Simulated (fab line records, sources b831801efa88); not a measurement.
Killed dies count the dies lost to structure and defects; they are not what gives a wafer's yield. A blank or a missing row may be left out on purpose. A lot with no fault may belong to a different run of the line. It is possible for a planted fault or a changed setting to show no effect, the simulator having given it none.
Chamber matching || flow sky130 || 4 sister chambers for SKY_VIA4_CMP_02 on cmp-01
The step polishes SiO2. 30 wafers are shown with their chamber, then 12 later ones without.

WAFERS WITH THEIR CHAMBER
{"wafer": "L075.3", "chamber": 1, "motor_current_A (A)": 13.0, "retaining_ring_pressure_frac": 0.997, "slurry_filter_dp_kPa (kPa)": 13.39}
{"wafer": "L075.5", "chamber": 3, "motor_current_A (A)": 11.1, "retaining_ring_pressure_frac": 1.000, "slurry_filter_dp_kPa (kPa)": 13.43}
{"wafer": "L075.6", "chamber": 0, "motor_current_A (A)": 11.9, "retaining_ring_pressure_frac": 1.000, "slurry_filter_dp_kPa (kPa)": 13.60}
{"wafer": "L076.1", "chamber": 3, "motor_current_A (A)": 11.1, "retaining_ring_pressure_frac": 0.999, "slurry_filter_dp_kPa (kPa)": 13.41}
{"wafer": "L076.2", "chamber": 1, "motor_current_A (A)": 13.0, "retaining_ring_pressure_frac": 0.997, "slurry_filter_dp_kPa (kPa)": 13.39}
{"wafer": "L076.4", "chamber": 2, "motor_current_A (A)": 10.9, "retaining_ring_pressure_frac": 0.992, "slurry_filter_dp_kPa (kPa)": 13.59}
{"wafer": "L078.2", "chamber": 3, "motor_current_A (A)": 11.1, "retaining_ring_pressure_frac": 1.002, "slurry_filter_dp_kPa (kPa)": 13.64}
{"wafer": "L078.3", "chamber": 2, "motor_current_A (A)": 11.5, "retaining_ring_pressure_frac": 1.009, "slurry_filter_dp_kPa (kPa)": 13.33}
{"wafer": "L078.5", "chamber": 0, "motor_current_A (A)": 12.4, "retaining_ring_pressure_frac": 0.996, "slurry_filter_dp_kPa (kPa)": 13.47}
{"wafer": "L077.1", "chamber": 2, "motor_current_A (A)": 11.7, "retaining_ring_pressure_frac": 1.001, "slurry_filter_dp_kPa (kPa)": 13.71}
{"wafer": "L077.4", "chamber": 0, "motor_current_A (A)": 10.9, "retaining_ring_pressure_frac": 1.001, "slurry_filter_dp_kPa (kPa)": 13.50}
{"wafer": "L077.6", "chamber": 2, "motor_current_A (A)": 11.5, "retaining_ring_pressure_frac": 0.996, "slurry_filter_dp_kPa (kPa)": 13.68}
{"wafer": "L079.2", "chamber": 0, "motor_current_A (A)": 12.0, "retaining_ring_pressure_frac": 0.997, "slurry_filter_dp_kPa (kPa)": 13.44}
{"wafer": "L079.3", "chamber": 3, "motor_current_A (A)": 10.7, "retaining_ring_pressure_frac": 1.001, "slurry_filter_dp_kPa (kPa)": 13.30}
{"wafer": "L079.5", "chamber": 3, "motor_current_A (A)": 10.3, "retaining_ring_pressure_frac": 1.005, "slurry_filter_dp_kPa (kPa)": 13.47}
{"wafer": "L083.1", "chamber": 0, "motor_current_A (A)": 11.9, "retaining_ring_pressure_frac": 0.989, "slurry_filter_dp_kPa (kPa)": 13.31}
{"wafer": "L083.2", "chamber": 3, "motor_current_A (A)": 11.2, "retaining_ring_pressure_frac": 1.010, "slurry_filter_dp_kPa (kPa)": 13.51}
{"wafer": "L083.4", "chamber": 2, "motor_current_A (A)": 11.7, "retaining_ring_pressure_frac": 0.998, "slurry_filter_dp_kPa (kPa)": 13.47}
{"wafer": "L085.2", "chamber": 1, "motor_current_A (A)": 12.4, "retaining_ring_pressure_frac": 0.996, "slurry_filter_dp_kPa (kPa)": 13.58}
{"wafer": "L085.4", "chamber": 0, "motor_current_A (A)": 12.2, "retaining_ring_pressure_frac": 1.001, "slurry_filter_dp_kPa (kPa)": 13.66}
{"wafer": "L085.5", "chamber": 0, "motor_current_A (A)": 11.8, "retaining_ring_pressure_frac": 0.998, "slurry_filter_dp_kPa (kPa)": 13.42}
{"wafer": "L086.2", "chamber": 3, "motor_current_A (A)": 11.1, "retaining_ring_pressure_frac": 1.001, "slurry_filter_dp_kPa (kPa)": 13.66}
{"wafer": "L086.3", "chamber": 1, "motor_current_A (A)": 12.3, "retaining_ring_pressure_frac": 1.001, "slurry_filter_dp_kPa (kPa)": 13.48}
{"wafer": "L086.5", "chamber": 2, "motor_current_A (A)": 11.5, "retaining_ring_pressure_frac": 1.005, "slurry_filter_dp_kPa (kPa)": 13.32}
{"wafer": "L088.2", "chamber": 2, "motor_current_A (A)": 11.9, "retaining_ring_pressure_frac": 1.007, "slurry_filter_dp_kPa (kPa)": 13.35}
{"wafer": "L088.4", "chamber": 0, "motor_current_A (A)": 11.1, "retaining_ring_pressure_frac": 0.993, "slurry_filter_dp_kPa (kPa)": 13.54}
{"wafer": "L088.5", "chamber": 0, "motor_current_A (A)": 11.8, "retaining_ring_pressure_frac": 0.999, "slurry_filter_dp_kPa (kPa)": 13.42}
{"wafer": "L089.3", "chamber": 2, "motor_current_A (A)": 11.3, "retaining_ring_pressure_frac": 1.006, "slurry_filter_dp_kPa (kPa)": 13.58}
{"wafer": "L089.4", "chamber": 0, "motor_current_A (A)": 11.1, "retaining_ring_pressure_frac": 1.002, "slurry_filter_dp_kPa (kPa)": 13.55}
{"wafer": "L089.6", "chamber": 3, "motor_current_A (A)": 11.2, "retaining_ring_pressure_frac": 1.003, "slurry_filter_dp_kPa (kPa)": 13.48}

SIGNATURES (means of the wafers above)
{"reading": "motor_current_A", "chamber 0": 11.710, "chamber 1": 12.675, "chamber 2": 11.500, "chamber 3": 10.975, "scatter within a chamber": 0.395}
{"reading": "retaining_ring_pressure_frac", "chamber 0": 0.99760, "chamber 1": 0.99775, "chamber 2": 1.00175, "chamber 3": 1.00262, "scatter within a chamber": 0.00439}
{"reading": "slurry_filter_dp_kPa", "chamber 0": 13.4910, "chamber 1": 13.4600, "chamber 2": 13.5038, "chamber 3": 13.4875, "scatter within a chamber": 0.123}
Rule: a wafer's distance from a chamber is the root of the sum, over the readings, of the square of ((its reading less the chamber's mean) divided by the reading's scatter). If the next closest chamber is less than 2 further off than the closest, the wafer can't be placed; otherwise it belongs to the closest. The scatter: take each reading less its chamber's mean, square it, sum over the shown wafers, divide by the number of wafers less the number of chambers, and take the root.

WAFERS MISSING THEIR CHAMBER
{"wafer": "L093.2", "motor_current_A (A)": 11.3, "retaining_ring_pressure_frac": 1.007, "slurry_filter_dp_kPa (kPa)": 13.59}
{"wafer": "L093.4", "motor_current_A (A)": 11.2, "retaining_ring_pressure_frac": 1.003, "slurry_filter_dp_kPa (kPa)": 13.60}
{"wafer": "L093.6", "motor_current_A (A)": 11.1, "retaining_ring_pressure_frac": 1.005, "slurry_filter_dp_kPa (kPa)": 13.28}
{"wafer": "L094.4", "motor_current_A (A)": 11.7, "retaining_ring_pressure_frac": 0.999, "slurry_filter_dp_kPa (kPa)": 13.66}
{"wafer": "L094.5", "motor_current_A (A)": 11.5, "retaining_ring_pressure_frac": 1.000, "slurry_filter_dp_kPa (kPa)": 13.33}
{"wafer": "L094.6", "motor_current_A (A)": 11.0, "retaining_ring_pressure_frac": 0.997, "slurry_filter_dp_kPa (kPa)": 13.40}
{"wafer": "L095.3", "motor_current_A (A)": 11.4, "retaining_ring_pressure_frac": 0.990, "slurry_filter_dp_kPa (kPa)": 13.37}
{"wafer": "L095.5", "motor_current_A (A)": 12.8, "retaining_ring_pressure_frac": 0.998, "slurry_filter_dp_kPa (kPa)": 13.92}
{"wafer": "L095.6", "motor_current_A (A)": 11.7, "retaining_ring_pressure_frac": 0.996, "slurry_filter_dp_kPa (kPa)": 13.42}
{"wafer": "L096.3", "motor_current_A (A)": 10.4, "retaining_ring_pressure_frac": 1.000, "slurry_filter_dp_kPa (kPa)": 13.52}
{"wafer": "L096.4", "motor_current_A (A)": 12.4, "retaining_ring_pressure_frac": 1.002, "slurry_filter_dp_kPa (kPa)": 13.30}
{"wafer": "L096.5", "motor_current_A (A)": 11.2, "retaining_ring_pressure_frac": 1.000, "slurry_filter_dp_kPa (kPa)": 13.38}

WHICH CHAMBER EACH WENT THROUGH
{"wafer": "L093.2", "from the rows above": "can't be placed: 2 or 3 or 0", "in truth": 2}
{"wafer": "L093.4", "from the rows above": "can't be placed: 3 or 2 or 0", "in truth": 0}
{"wafer": "L093.6", "from the rows above": "can't be placed: 3 or 2 or 0", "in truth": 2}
{"wafer": "L094.4", "from the rows above": "can't be placed: 0 or 2 or 3 or 1", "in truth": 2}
{"wafer": "L094.5", "from the rows above": "can't be placed: 2 or 0 or 3 or 1", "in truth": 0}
{"wafer": "L094.6", "from the rows above": "can't be placed: 3 or 2 or 0", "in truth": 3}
{"wafer": "L095.3", "from the rows above": "can't be placed: 0 or 2 or 3 or 1", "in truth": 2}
{"wafer": "L095.5", "from the rows above": "can't be placed: 1 or 0 or 2", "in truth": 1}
{"wafer": "L095.6", "from the rows above": "can't be placed: 0 or 2 or 3 or 1", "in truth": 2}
{"wafer": "L096.3", "from the rows above": "can't be placed: 3 or 2 or 0", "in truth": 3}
{"wafer": "L096.4", "from the rows above": "can't be placed: 1 or 0 or 2", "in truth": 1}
{"wafer": "L096.5", "from the rows above": "can't be placed: 3 or 2 or 0", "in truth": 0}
Placed correctly: 0 of 12. Unplaceable from these rows: 12, with the true chamber sitting among the candidates in 12. Placed wrongly: 0.
